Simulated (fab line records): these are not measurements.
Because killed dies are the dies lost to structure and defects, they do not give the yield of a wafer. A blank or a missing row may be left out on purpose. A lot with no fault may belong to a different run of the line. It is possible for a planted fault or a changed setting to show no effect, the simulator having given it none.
Matching of chambers | flow sky130 | SKY_VIA4_CMP_21 on cmp-02: 4 sister chambers
The step polishes, stops on SiO2, t overpolish 25 s, target thk 0 nm. 4 wafers are shown with their chamber, then 8 later ones without.

WAFERS PAIRED WITH THEIR CHAMBERS
wafer  | chamber | motor current A (A)
L413.2 | 0       | 11.3
L413.5 | 1       | 12.3
L413.6 | 2       | 10.5
L416.1 | 3       | 11.1

WAFERS WITHOUT THEIR CHAMBER
wafer  | motor current A (A)
L416.2 | 10.6
L416.3 | 12.0
L426.4 | 9.9
L426.5 | 11.4
L426.6 | 11.4
L427.1 | 12.2
L427.5 | 12.2
L427.6 | 11.6

THE CHAMBER EACH PASSED THROUGH
wafer  | from the rows above          | in truth
L416.2 | can't be placed: 2 or 3      | 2
L416.3 | can't be placed: 1 or 0      | 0
L426.4 | 2                            | 2
L426.5 | can't be placed: 0 or 3      | 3
L426.6 | can't be placed: 0 or 3      | 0
L427.1 | 1                            | 1
L427.5 | 1                            | 1
L427.6 | can't be placed: 0 or 3 or 1 | 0
Correctly placed: 3 of 8. Unplaceable from these rows: 5, with the true chamber sitting among the candidates in 5. Placed wrongly: 0.
How it was worked out, from the rows above alone: a wafer's distance from a chamber is the root of the sum, over the readings, of the square of ((its reading less the chamber's mean) divided by the reading's scatter). The wafer belongs to the nearest chamber; if the next one is less than 2 further off, it can't be placed. The mean given for a chamber averages the wafers shown for that chamber. The scatter (one wafer shown for each chamber): square how far every hidden wafer sits from the nearest shown wafer, average those squares and take the square root.
